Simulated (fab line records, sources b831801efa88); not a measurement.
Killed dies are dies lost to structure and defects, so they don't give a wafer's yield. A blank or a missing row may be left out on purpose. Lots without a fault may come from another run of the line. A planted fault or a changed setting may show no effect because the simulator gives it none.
fab line records | flow sky130
record lots=14 wafers=42 last_day=49
route steps=708 shown VT_ADJUST_HVTP@92 VT_ADJUST_LVTN@115 VT_ADJUST_HVTR@133 VT_ADJUST_PCH@153 SONOS_TUNNEL@166
lots that met no fault: from a run of the same line without faults
start_h: hours from the record's first day to the start of the lot's first wafer shown | wait_h: hours since the lot's step before | " the same as in the row above | L1.1+2: a row that stands for several wafers | - no value, or no start given | * or withheld: withheld | < > ~ a bound
route shown NAME@n: a module of which the file shows steps, and the number in the route of the first | usual: mean/standard deviation of fault-free wafers | same: alike in all rows | chamber/n: place in a boat | sites: the reading at each site | _std_site: their standard deviation | _edge_site: outer sites' mean less inner sites' | radius_mm: how far each site lies from the wafer's centre | mask NAME#n: copy n | behind: the tool/chamber that last shaped the wafer | hold: why the lot was held/for how many hours/how that ended | device: the transistor (n, p or np) that didn't switch | end of line: the same wafers' tests at the end of the route | a step without rows: its recipe alone | killed: dies lost to structure and defects at the first sort, not the wafer's yield | map: a wafer's dies, x killed, . not, _ none there
set.NAME: the setting as run; set.NAME@STEP: as run at that earlier step | model.NAME: the simulator's own value behind a step, which no gauge read
steps of the route over a sample of lots; a table a step, a row a wafer
services: from which hour (start_h, from the record's first day; less than 0 if before it) a tool's chamber was out of use, for how many hours, and why
## steps
# step SKY_VT_ADJUST_HVTP_CD_MEAS_07
# recipe target_cd_nm=380
# usual cd_nm=379.0/2.5
# columns lot.wafer tool chamber start_h wait_h cd_nm
L181.2 cd_sem-02 - 121.76 0.1 381.3
L181.3 " - " " 381.0
L181.5 " - " " 383.1
L182.2 cd_sem-02 - 129.60 0.1 375.9
L182.3 " - " " 376.7
L182.4 " - " " 377.8
L183.1 cd_sem-02 - 133.04 0.1 380.4
L183.5 " - " " 381.6
L183.6 " - " " 380.1
L184.2 cd_sem-01 - 141.20 0.1 377.0
L184.5 " - " " 375.7
L184.6 " - " " 376.6
L185.2 cd_sem-02 - 149.10 0.1 383.5
L185.3 " - " " 381.4
L185.4 " - " " 381.2
L186.1 cd_sem-02 - 155.13 0.1 381.6
L186.2 " - " " 382.7
L186.6 " - " " 381.6
L189.3 cd_sem-01 - 170.02 0.1 382.2
L189.4 " - " " 381.0
L189.5 " - " " 381.9
L190.3 cd_sem-02 - 176.48 0.1 379.4
L190.4 " - " " 375.7
L190.6 " - " " 375.5
L191.1 cd_sem-01 - 183.78 0.1 376.9
L191.2 " - " " 378.2
L191.5 " - " " 379.6
L192.1 cd_sem-02 - 192.53 0.1 375.7
L192.3 " - " " 376.1
L192.6 " - " " 377.5
L195.1 cd_sem-01 - 207.68 0.1 382.3
L195.5 " - " " 378.2
L195.6 " - " " 378.6
L196.2 cd_sem-02 - 215.00 0.1 378.8
L196.4 " - " " 377.8
L196.5 " - " " 377.6
L198.1 cd_sem-02 - 229.53 0.1 381.4
L198.2 " - " " 381.5
L198.6 " - " " 379.8
L199.4 cd_sem-02 - 233.89 0.1 381.4
L199.5 " - " " 380.7
L199.6 " - " " 378.6
# step SKY_VT_ADJUST_HVTP_STRIP_10
# recipe chemistry=O2/N2 power_w=1400 pressure_mtorr=1500 platen_temp_c=withheld o2_flow_sccm=3000 n2_flow_sccm=300 overash_fraction=0.5
# usual chamber_pressure_mTorr=1500.1/1.5 drypump_motor_current_A=5.8/0.48 oes_product_au=0.716/0.0043 strip_time_to_endpoint_s=14.19/0.041
# columns lot.wafer tool chamber start_h wait_h chamber_pressure_mTorr drypump_motor_current_A oes_product_au rf_hours_counter_h strip_time_to_endpoint_s
L181.2 plasma_asher-03 1 122.05 0.1 1497.7 6.0 0.710 31 14.23
L181.3 " 1 " " 1496.9 6.0 0.705 - 14.18
L181.5 " 0 " " 1497.7 6.5 0.716 - 14.18
L182.2 plasma_asher-01 0 129.89 0.1 1499.5 5.4 0.711 43 14.29
L182.3 " 1 " " 1498.0 6.0 0.715 - 14.31
L182.4 " 0 " " 1497.9 5.4 0.714 - 14.30
L183.1 plasma_asher-01 0 133.35 0.1 1501.4 5.4 0.717 43 14.18
L183.5 " 0 " " 1498.4 5.4 0.721 - 14.17
L183.6 " 1 " " 1500.1 5.9 0.710 - 14.17
L184.2 plasma_asher-01 0 141.48 0.1 1502.2 5.4 0.713 44 14.16
L184.5 " 1 " " 1499.3 5.9 0.714 - 14.20
L184.6 " 0 " " 1500.3 5.4 0.718 - 14.19
L185.2 plasma_asher-02 1 149.39 0.1 1499.8 6.2 0.714 3 14.13
L185.3 " 0 " " 1496.9 5.0 0.715 - 14.18
L185.4 " 1 " " 1500.6 6.2 0.712 - 14.18
L186.1 plasma_asher-03 0 155.43 0.1 1499.9 6.5 0.717 34 14.24
L186.2 " 1 " " 1502.0 5.9 0.713 34 14.18
L186.6 " 0 " " 1501.2 6.5 0.719 - 14.23
L189.3 plasma_asher-01 1 170.32 0.1 1498.4 5.9 0.718 - 14.16
L189.4 " 0 " " 1498.6 5.4 0.724 - 14.20
L189.5 " 1 " " 1499.6 5.9 0.712 - 14.19
L190.3 plasma_asher-01 1 176.78 0.1 1500.4 5.9 0.709 - 14.21
L190.4 " 0 " " 1500.8 5.4 0.724 - 14.19
L190.6 " 1 " " 1500.5 5.9 0.714 - 14.28
L191.1 plasma_asher-03 1 184.09 0.1 1500.8 6.0 0.713 37 14.14
L191.2 " 0 " " 1500.1 6.4 0.717 37 14.12
L191.5 " 1 " " 1497.2 6.0 0.713 - 14.12
L192.1 plasma_asher-03 1 192.83 0.1 1501.1 5.9 0.716 38 14.19
L192.3 " 1 " " 1501.0 5.9 0.714 - 14.20
L192.6 " 1 " " 1501.2 6.0 0.712 - 14.18
L195.1 plasma_asher-02 0 207.98 0.1 1498.4 5.0 0.721 7 14.19
L195.5 " 0 " " 1498.2 5.0 0.715 - 14.18
L195.6 " 1 " " 1500.8 6.2 0.720 - 14.22
L196.2 plasma_asher-02 0 215.28 0.1 1500.4 5.0 0.713 8 14.16
L196.4 " 0 " " 1500.2 5.0 0.710 - 14.19
L196.5 " 1 " " 1503.5 6.2 0.710 - 14.19
L198.1 plasma_asher-01 1 229.84 0.1 1501.1 5.9 0.717 53 14.14
L198.2 " 0 " " 1499.4 5.4 0.714 53 14.17
L198.6 " 0 " " 1501.6 5.4 0.717 - 14.19
L199.4 plasma_asher-02 0 234.17 0.1 1499.8 5.0 0.710 - 14.21
L199.5 " 1 " " 1498.2 6.2 0.725 - 14.25
L199.6 " 0 " " 1501.1 5.0 0.720 - 14.26
# step SKY_VT_ADJUST_LVTN_OVL_MEAS_18
# usual VT_ADJUST_LVTN_01_OVL=-0.1/1.3
# columns lot.wafer tool chamber start_h wait_h VT_ADJUST_LVTN_01_OVL[nm]
L181.2 overlay-01 - 161.31 0.1 0.9
L181.3 " - " " -0.5
L181.5 " - " " 2.0
L182.2 overlay-02 - 169.86 0.1 0.9
L182.3 " - " " -0.2
L182.4 " - " " -1.2
L183.1 overlay-02 - 173.28 0.1 -0.9
L183.5 " - " " -0.9
L183.6 " - " " -0.7
L184.2 overlay-01 - 182.11 0.1 -1.6
L184.5 " - " " -1.0
L184.6 " - " " -0.9
L185.2 overlay-02 - 190.89 0.1 0.2
L185.3 " - " " 0.8
L185.4 " - " " 2.0
L186.1 overlay-01 - 196.45 0.1 -1.1
L186.2 " - " " 0.7
L186.6 " - " " -0.1
L189.3 overlay-01 - 211.89 0.1 -1.6
L189.4 " - " " -0.8
L189.5 " - " " -0.5
L190.3 overlay-01 - 218.69 0.1 -1.7
L190.4 " - " " 0.7
L190.6 " - " " -0.6
L191.1 overlay-02 - 226.83 0.1 1.8
L191.2 " - " " 1.4
L191.5 " - " " -0.3
L192.1 overlay-02 - 237.33 0.1 -0.5
L192.3 " - " " -1.1
L192.6 " - " " -0.5
L195.1 overlay-02 - 253.60 0.1 -1.9
L195.5 " - " " -0.7
L195.6 " - " " -1.0
L196.2 overlay-02 - 262.56 0.1 2.2
L196.4 " - " " 0.6
L196.5 " - " " 3.6
L198.1 overlay-02 - 276.83 0.1 0.1
L198.2 " - " " 0.7
L198.6 " - " " -0.2
L199.4 overlay-02 - 281.57 0.1 -1.6
L199.5 " - " " -0.5
L199.6 " - " " -0.7
# step SKY_VT_ADJUST_HVTR_COAT_02
# recipe resist=NOVOLAK spin_rpm=3000 resist_thk_nm=1140
# usual chill_plate_temp_C=23.00/0.089 dispense_pressure_kPa=49.0/2.5 spin_speed_rpm=3000.7/2.5
# columns lot.wafer tool chamber start_h wait_h chill_plate_temp_C dispense_pressure_kPa spin_speed_rpm
L181.2 litho_track-03 0 191.21 0.1 23.08 47.2 2999.6
L181.3 " 0 " " 23.08 47.2 3005.2
L181.5 " 0 " " 23.02 47.2 3001.1
L182.2 litho_track-03 0 201.16 0.1 23.03 47.2 3000.7
L182.3 " 0 " " 23.06 47.2 3001.8
L182.4 " 0 " " 23.15 47.2 3002.4
L183.1 litho_track-03 0 204.48 0.1 23.12 47.2 2999.6
L183.5 " 0 " " 23.09 47.2 3001.0
L183.6 " 0 " " 23.21 47.2 2995.1
L184.2 litho_track-03 0 213.71 0.1 22.98 47.2 3003.3
L184.5 " 0 " " 22.94 47.2 2999.6
L184.6 " 0 " " 23.02 47.2 3001.4
L185.2 litho_track-03 0 223.26 0.1 22.99 47.2 3000.2
L185.3 " 0 " " 22.89 47.2 2999.2
L185.4 " 0 " " 22.87 47.2 2999.3
L186.1 litho_track-03 0 228.93 0.1 22.85 47.2 3001.7
L186.2 " 0 " " 22.96 47.2 2998.0
L186.6 " 0 " " 22.98 47.1 3001.1
L189.3 litho_track-02 0 246.40 0.1 23.00 48.4 3000.7
L189.4 " 0 " " 22.91 48.5 3000.5
L189.5 " 0 " " 22.90 48.5 3000.8
L190.3 litho_track-01 0 253.64 0.1 22.94 53.2 2999.4
L190.4 " 0 " " 23.08 53.2 2998.7
L190.6 " 0 " " 22.90 53.2 3001.2
L191.1 litho_track-01 0 261.79 0.1 23.06 53.2 3000.1
L191.2 " 0 " " 22.98 53.2 3002.4
L191.5 " 0 " " 22.92 53.2 3000.0
L192.1 litho_track-02 0 272.95 0.1 22.92 48.4 2999.6
L192.3 " 0 " " 22.98 48.4 2999.2
L192.6 " 0 " " 22.97 48.4 3002.3
L195.1 litho_track-02 - 290.55 0.1 - - -
L195.5 " - " " - - -
L195.6 " - " " - - -
L196.2 litho_track-03 - 300.30 0.1 - - -
L196.4 " - " " - - -
L196.5 " - " " - - -
L198.1 litho_track-03 0 314.88 0.1 22.98 47.2 3000.5
L198.2 " 0 " " 23.02 47.2 2998.1
L198.6 " 0 " " 22.86 47.2 3002.4
L199.4 litho_track-03 0 320.95 0.1 23.07 47.2 3001.0
L199.5 " 0 " " 23.06 47.2 3004.7
L199.6 " 0 " " 22.95 47.2 2999.6
# step SKY_VT_ADJUST_HVTR_CD_MEAS_07
# recipe target_cd_nm=380
# usual cd_nm=379.7/2.4
# columns lot.wafer tool chamber start_h wait_h cd_nm
L181.2 cd_sem-02 - 201.96 0.1 382.3
L181.3 " - " " 380.5
L181.5 " - " " 380.3
L182.2 cd_sem-02 - 211.76 0.1 378.3
L182.3 " - " " 381.0
L182.4 " - " " 379.9
L183.1 cd_sem-02 - 215.74 0.3 375.0
L183.5 " - " " 377.6
L183.6 " - " " 379.6
L184.2 cd_sem-01 - 224.91 0.1 380.3
L184.5 " - " " 380.4
L184.6 " - " " 381.3
L185.2 cd_sem-02 - 235.40 0.1 376.0
L185.3 " - " " 375.5
L185.4 " - " " 377.8
L186.1 cd_sem-02 - 240.55 0.1 378.9
L186.2 " - " " 379.8
L186.6 " - " " 378.3
L189.3 cd_sem-02 - 258.42 0.1 381.6
L189.4 " - " " 381.2
L189.5 " - " " 382.6
L190.3 cd_sem-02 - 265.52 0.1 379.8
L190.4 " - " " 377.6
L190.6 " - " " 375.0
L191.1 cd_sem-02 - 274.08 0.1 380.4
L191.2 " - " " 382.8
L191.5 " - " " 380.9
L192.1 cd_sem-02 - 285.34 0.1 380.5
L192.3 " - " " 376.8
L192.6 " - " " 379.3
L195.1 cd_sem-01 - 303.19 0.1 -
L195.5 " - " " -
L195.6 " - " " -
L196.2 cd_sem-01 - 312.96 0.1 -
L196.4 " - " " -
L196.5 " - " " -
L198.1 cd_sem-01 - 328.39 0.1 375.5
L198.2 " - " " 375.2
L198.6 " - " " 379.2
L199.4 cd_sem-02 - 334.39 0.1 379.6
L199.5 " - " " 380.9
L199.6 " - " " 377.6
# step SKY_VT_ADJUST_PCH_TW_MEAS_10
# usual VT_ADJUST_PCH_TW=142.6/1.4
# columns lot.wafer tool chamber start_h wait_h VT_ADJUST_PCH_TW
L181.2 film_metro-02 - 224.89 0.1 141.1
L181.3 " - " " 142.7
L181.5 " - " " 141.4
L182.2 film_metro-03 - 235.29 0.1 142.0
L182.3 " - " " 141.6
L182.4 " - " " 141.6
L183.1 film_metro-04 - 239.62 0.1 144.0
L183.5 " - " " 144.6
L183.6 " - " " 144.9
L184.2 film_metro-02 - 248.48 0.1 140.8
L184.5 " - " " 140.8
L184.6 " - " " 141.2
L185.2 film_metro-02 - 259.14 0.1 141.9
L185.3 " - " " 140.5
L185.4 " - " " 140.8
L186.1 film_metro-02 - 264.85 0.1 142.0
L186.2 " - " " 141.5
L186.6 " - " " 141.1
L189.3 film_metro-04 - 282.33 0.1 144.0
L189.4 " - " " 143.9
L189.5 " - " " 144.3
L190.3 film_metro-03 - 290.99 0.1 141.9
L190.4 " - " " 141.7
L190.6 " - " " 141.9
L191.1 film_metro-02 - 300.23 0.1 142.2
L191.2 " - " " 141.9
L191.5 " - " " 142.6
L192.1 film_metro-03 - 311.62 0.1 141.5
L192.3 " - " " 141.8
L192.6 " - " " 141.7
L195.1 film_metro-03 - 330.56 0.1 220.5
L195.5 " - " " 222.3
L195.6 " - " " 221.7
L196.2 film_metro-03 - 340.38 0.1 222.4
L196.4 " - " " 222.0
L196.5 " - " " 223.6
L198.1 film_metro-04 - 355.97 0.1 143.5
L198.2 " - " " 143.4
L198.6 " - " " 144.7
L199.4 film_metro-02 - 361.85 0.1 140.7
L199.5 " - " " 140.4
L199.6 " - " " 140.4
# step SKY_SONOS_TUNNEL_TW_MEAS_12
# usual SONOS_TUNNEL_TW=196.1/2.3
# columns lot.wafer tool chamber start_h wait_h SONOS_TUNNEL_TW
L181.2 film_metro-01 - 248.68 0.0 193.4
L181.3 " - " " 195.1
L181.5 " - " " 195.0
L182.2 film_metro-01 - 258.01 0.0 194.0
L182.3 " - " " 193.7
L182.4 " - " " 194.3
L183.1 film_metro-04 - 263.89 0.0 199.3
L183.5 " - " " 198.2
L183.6 " - " " 197.5
L184.2 film_metro-01 - 273.15 0.0 194.2
L184.5 " - " " 193.4
L184.6 " - " " 194.2
L185.2 film_metro-01 - 283.63 0.0 194.2
L185.3 " - " " 193.7
L185.4 " - " " 193.6
L186.1 film_metro-04 - 289.90 0.0 199.7
L186.2 " - " " 199.7
L186.6 " - " " 198.7
L189.3 film_metro-02 - 307.86 0.0 195.7
L189.4 " - " " 195.7
L189.5 " - " " 196.6
L190.3 film_metro-01 - 317.64 0.0 193.7
L190.4 " - " " 193.5
L190.6 " - " " 195.3
L191.1 film_metro-04 - 326.32 0.0 199.9
L191.2 " - " " 199.6
L191.5 " - " " 199.2
L192.1 film_metro-04 - 339.24 0.0 199.3
L192.3 " - " " 199.7
L192.6 " - " " 198.9
L195.1 film_metro-02 - 358.40 0.0 247.1
L195.5 " - " " 246.6
L195.6 " - " " 246.6
L196.2 film_metro-02 - 368.68 0.0 245.6
L196.4 " - " " 246.0
L196.5 " - " " 245.4
L198.1 film_metro-01 - 384.26 0.0 193.6
L198.2 " - " " 194.0
L198.6 " - " " 193.4
L199.4 film_metro-01 - 390.20 0.0 193.7
L199.5 " - " " 193.6
L199.6 " - " " 193.3
## services
# columns tool chamber start_h hours kind
plasma_asher-02 - 108.75 9.0 pm
plasma_asher-02 0 108.75 9.0 vent_cycle
plasma_asher-02 1 108.75 9.0 vent_cycle
plasma_asher-02 0 117.75 - clean
plasma_asher-02 1 117.75 - clean
plasma_asher-01 - 153.73 2.8 pm
plasma_asher-02 - 174.68 13.5 repair
plasma_asher-03 - 207.40 0.8 repair
plasma_asher-03 - 242.10 1.5 repair
plasma_asher-03 - 268.45 12.8 repair
plasma_asher-02 - 298.69 0.9 repair
## key
first_sign step=SKY_VT_ADJUST_HVTR_COAT_02 reading=tool_record direction=missing
effect step=SKY_VT_ADJUST_HVTR_CD_MEAS_07 reading=cd_nm direction=missing
effect step=SKY_VT_ADJUST_PCH_TW_MEAS_10 reading=VT_ADJUST_PCH_TW direction=up sigmas=58 usual=142.6 struck=222.1
effect step=SKY_SONOS_TUNNEL_TW_MEAS_12 reading=SONOS_TUNNEL_TW direction=up sigmas=22 usual=196.1 struck=246.2
met_at SKY_VT_ADJUST_HVTR_COAT_02
struck_lots L195,L196
sort_left_out L195.1,L195.5,L195.6,L196.2,L196.4,L196.5
tester_left_out L195,L196
not_acting_at SKY_VT_ADJUST_HVTP_CD_MEAS_07,SKY_VT_ADJUST_HVTP_STRIP_10,SKY_VT_ADJUST_LVTN_OVL_MEAS_18
onset_between 272.95 290.55
fault kind=skipped_step_whole tool=litho_track-02,litho_track-03 chamber=- onset_h=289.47 steps=SKY_VT_ADJUST_HVTR_COAT_02 scope=struck_lots_only
# tester_left_out: of these lots the tester's yield and bins aren't shown, on N5 and GAA mostly nor the transistor test; their killed dies are dies lost to structure and defects alone, not to doping, threshold or leakage, so they don't give the yield
# sort_left_out: the simulated sort isn't trusted on such a fault, so these wafers' sort isn't shown, and their yield isn't known
